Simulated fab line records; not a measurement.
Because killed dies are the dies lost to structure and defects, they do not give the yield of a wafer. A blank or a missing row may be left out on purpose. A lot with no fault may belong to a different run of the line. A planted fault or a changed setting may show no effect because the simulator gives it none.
Which tool did it? / flow gf180mcu / 14 lots, 42 wafers sampled, at 4 steps of a route of 602

WHAT EACH GAUGE READ, for each wafer
GF_PASSIVATION_THK_MEAS_03. Usual: PASSIVATION_CVD_02_THK 702 nm, standard deviation 10.
lot=L394; measured=day 28 08:32; on=film_metro-04; PASSIVATION_CVD_02_THK (nm)=699 705 713; flag=
lot=L395; measured=day 28 19:43; on=film_metro-01; PASSIVATION_CVD_02_THK (nm)=688 685 698; flag=
lot=L398; measured=day 29 17:17; on=film_metro-04; PASSIVATION_CVD_02_THK (nm)=703 696 711; flag=
lot=L402; measured=day 30 14:40; on=film_metro-02; PASSIVATION_CVD_02_THK (nm)=703 709 710; flag=
lot=L401; measured=day 30 15:27; on=film_metro-04; PASSIVATION_CVD_02_THK (nm)=692 700 712; flag=
lot=L404; measured=day 31 06:40; on=film_metro-02; PASSIVATION_CVD_02_THK (nm)=691 690 699; flag=
lot=L403; measured=day 31 07:59; on=film_metro-01; PASSIVATION_CVD_02_THK (nm)=700 706 701; flag=
lot=L405; measured=day 31 14:41; on=film_metro-02; PASSIVATION_CVD_02_THK (nm)=706 711 713; flag=
lot=L406; measured=day 31 22:50; on=film_metro-02; PASSIVATION_CVD_02_THK (nm)=697 689 706; flag=
lot=L407; measured=day 31 23:19; on=film_metro-02; PASSIVATION_CVD_02_THK (nm)=709 707 710; flag=
lot=L408; measured=day 32 05:33; on=film_metro-01; PASSIVATION_CVD_02_THK (nm)=706 695 719; flag=
lot=L410; measured=day 32 22:35; on=film_metro-04; PASSIVATION_CVD_02_THK (nm)=705 711 704; flag=
lot=L411; measured=day 33 03:14; on=film_metro-04; PASSIVATION_CVD_02_THK (nm)=690 717 713; flag=
lot=L417; measured=day 33 23:44; on=film_metro-02; PASSIVATION_CVD_02_THK (nm)=707 701 696; flag=

EACH LOT AND THE TOOL THAT RAN IT (in order: tool; ch and the chambers of the sampled wafers; start)
lot=L394; GF_M1_SPUTTER_03=pvd_sputter-02, day 16 09:21; GF_MIM_SPUTTER_04=pvd_sputter-02, day 24 16:28; GF_MIM_SPUTTER_08=pvd_sputter-04, day 24 16:38
lot=L395; GF_M1_SPUTTER_03=pvd_sputter-04, day 16 23:26; GF_MIM_SPUTTER_04=pvd_sputter-01, day 25 04:20; GF_MIM_SPUTTER_08=pvd_sputter-02, day 25 04:30
lot=L398; GF_M1_SPUTTER_03=pvd_sputter-01, day 18 01:23; GF_MIM_SPUTTER_04=pvd_sputter-01, day 26 05:31; GF_MIM_SPUTTER_08=pvd_sputter-02, day 26 05:42
lot=L402; GF_M1_SPUTTER_03=pvd_sputter-02, day 19 03:25; GF_MIM_SPUTTER_04=pvd_sputter-04, day 27 04:13; GF_MIM_SPUTTER_08=pvd_sputter-02, day 27 04:23
lot=L401; GF_M1_SPUTTER_03=pvd_sputter-04, day 19 03:48; GF_MIM_SPUTTER_04=pvd_sputter-01, day 27 04:34; GF_MIM_SPUTTER_08=pvd_sputter-04, day 27 04:44
lot=L404; GF_M1_SPUTTER_03=pvd_sputter-04, day 19 23:05; GF_MIM_SPUTTER_04=pvd_sputter-04, day 27 21:00; GF_MIM_SPUTTER_08=pvd_sputter-02, day 27 21:11
lot=L403; GF_M1_SPUTTER_03=pvd_sputter-02, day 19 23:59; GF_MIM_SPUTTER_04=pvd_sputter-02, day 27 23:40; GF_MIM_SPUTTER_08=pvd_sputter-02, day 27 23:51
lot=L405; GF_M1_SPUTTER_03=pvd_sputter-02, day 20 09:38; GF_MIM_SPUTTER_04=pvd_sputter-01, day 28 05:19; GF_MIM_SPUTTER_08=pvd_sputter-02, day 28 05:32
lot=L406; GF_M1_SPUTTER_03=pvd_sputter-01, day 20 20:24; GF_MIM_SPUTTER_04=pvd_sputter-04, day 28 15:13; GF_MIM_SPUTTER_08=pvd_sputter-01, day 28 15:27
lot=L407; GF_M1_SPUTTER_03=pvd_sputter-02, day 20 23:11; GF_MIM_SPUTTER_04=pvd_sputter-01, day 28 17:19; GF_MIM_SPUTTER_08=pvd_sputter-04, day 28 17:30
lot=L408; GF_M1_SPUTTER_03=pvd_sputter-02, day 21 07:29; GF_MIM_SPUTTER_04=pvd_sputter-01, day 28 23:55; GF_MIM_SPUTTER_08=pvd_sputter-04, day 29 00:05
lot=L410; GF_M1_SPUTTER_03=pvd_sputter-02, day 22 05:32; GF_MIM_SPUTTER_04=pvd_sputter-01, day 29 18:03; GF_MIM_SPUTTER_08=pvd_sputter-04, day 29 18:13
lot=L411; GF_M1_SPUTTER_03=pvd_sputter-02, day 22 11:08; GF_MIM_SPUTTER_04=pvd_sputter-01, day 30 00:00; GF_MIM_SPUTTER_08=pvd_sputter-02, day 30 00:10
lot=L417; GF_M1_SPUTTER_03=pvd_sputter-04, day 23 17:47; GF_MIM_SPUTTER_04=pvd_sputter-02, day 30 22:51; GF_MIM_SPUTTER_08=pvd_sputter-02, day 30 23:02
- GF_M1_SPUTTER_03: material Ti, target thk 10 nm, time 6.7 s.
- GF_MIM_SPUTTER_04: material TiN, target thk 50 nm, time 41.7 s.
- GF_MIM_SPUTTER_08: material AlCu, target thk 200 nm, time 10.6 s.

AS READ BY THE TOOLS THEMSELVES (means over the sampled wafers that have a number; for cases with no such wafer, the mark the record gives instead)
GF_M1_SPUTTER_03. Usual: throttle_valve_pct at 30.2 %, with a standard deviation of 1.2.
lot=L394; tool=pvd_sputter-02; throttle_valve_pct (%)=31.9; flag=
lot=L395; tool=pvd_sputter-04; throttle_valve_pct (%)=29.1; flag=
lot=L398; tool=pvd_sputter-01; throttle_valve_pct (%)=30.4; flag=
lot=L402; tool=pvd_sputter-02; throttle_valve_pct (%)=32.0; flag=
lot=L401; tool=pvd_sputter-04; throttle_valve_pct (%)=29.5; flag=
lot=L404; tool=pvd_sputter-04; throttle_valve_pct (%)=29.2; flag=
lot=L403; tool=pvd_sputter-02; throttle_valve_pct (%)=31.0; flag=
lot=L405; tool=pvd_sputter-02; throttle_valve_pct (%)=31.0; flag=
lot=L406; tool=pvd_sputter-01; throttle_valve_pct (%)=29.8; flag=
lot=L407; tool=pvd_sputter-02; throttle_valve_pct (%)=31.5; flag=
lot=L408; tool=pvd_sputter-02; throttle_valve_pct (%)=31.8; flag=
lot=L410; tool=pvd_sputter-02; throttle_valve_pct (%)=31.1; flag=
lot=L411; tool=pvd_sputter-02; throttle_valve_pct (%)=31.1; flag=
lot=L417; tool=pvd_sputter-04; throttle_valve_pct (%)=29.1; flag=

GF_MIM_SPUTTER_04. Usual: throttle_valve_pct at 30.4 %, with a standard deviation of 1.2.
lot=L394; tool=pvd_sputter-02; throttle_valve_pct (%)=31.0; flag=
lot=L395; tool=pvd_sputter-01; throttle_valve_pct (%)=30.7; flag=
lot=L398; tool=pvd_sputter-01; throttle_valve_pct (%)=30.2; flag=
lot=L402; tool=pvd_sputter-04; throttle_valve_pct (%)=28.4; flag=
lot=L401; tool=pvd_sputter-01; throttle_valve_pct (%)=30.7; flag=
lot=L404; tool=pvd_sputter-04; throttle_valve_pct (%)=28.8; flag=
lot=L403; tool=pvd_sputter-02; throttle_valve_pct (%)=31.0; flag=
lot=L405; tool=pvd_sputter-01; throttle_valve_pct (%)=30.7; flag=
lot=L406; tool=pvd_sputter-04; throttle_valve_pct (%)=28.9; flag=
lot=L407; tool=pvd_sputter-01; throttle_valve_pct (%)=30.7; flag=
lot=L408; tool=pvd_sputter-01; throttle_valve_pct (%)=29.9; flag=
lot=L410; tool=pvd_sputter-01; throttle_valve_pct (%)=29.7; flag=
lot=L411; tool=pvd_sputter-01; throttle_valve_pct (%)=29.3; flag=
lot=L417; tool=pvd_sputter-02; throttle_valve_pct (%)=30.9; flag=

GF_MIM_SPUTTER_08. Usual: throttle_valve_pct at 30.5 %, with a standard deviation of 1.2.
lot=L394; tool=pvd_sputter-04; throttle_valve_pct (%)=29.2; flag=
lot=L395; tool=pvd_sputter-02; throttle_valve_pct (%)=30.9; flag=
lot=L398; tool=pvd_sputter-02; throttle_valve_pct (%)=31.7; flag=
lot=L402; tool=pvd_sputter-02; throttle_valve_pct (%)=31.7; flag=
lot=L401; tool=pvd_sputter-04; throttle_valve_pct (%)=29.0; flag=
lot=L404; tool=pvd_sputter-02; throttle_valve_pct (%)=31.3; flag=
lot=L403; tool=pvd_sputter-02; throttle_valve_pct (%)=30.5; flag=
lot=L405; tool=pvd_sputter-02; throttle_valve_pct (%)=31.6; flag=
lot=L406; tool=pvd_sputter-01; throttle_valve_pct (%)=30.3; flag=
lot=L407; tool=pvd_sputter-04; throttle_valve_pct (%)=28.9; flag=
lot=L408; tool=pvd_sputter-04; throttle_valve_pct (%)=29.1; flag=
lot=L410; tool=pvd_sputter-04; throttle_valve_pct (%)=29.3; flag=
lot=L411; tool=pvd_sputter-02; throttle_valve_pct (%)=31.2; flag=
lot=L417; tool=pvd_sputter-02; throttle_valve_pct (%)=31.0; flag=

THE ANSWER, worked out from the rows above alone
Rule: take the mean of a lot's wafers that have a number; if it is more than 3 standard deviations from the usual mean, the lot is off. A lot without any number at a reading at which 4 lots or more have one is off too. All remaining lots with rows at the step are treated as sound. The gauges are gone through in route order, then the tools' own readings, and for those a lot's mean is taken as printed above. The first step at which some lot is off is used, and at that step the reading that is off furthest; a lot without a number counts as furthest.
No lot is off on any of the readings shown, so nothing can be concluded from this.

WHAT THE SIMULATOR PUT IN
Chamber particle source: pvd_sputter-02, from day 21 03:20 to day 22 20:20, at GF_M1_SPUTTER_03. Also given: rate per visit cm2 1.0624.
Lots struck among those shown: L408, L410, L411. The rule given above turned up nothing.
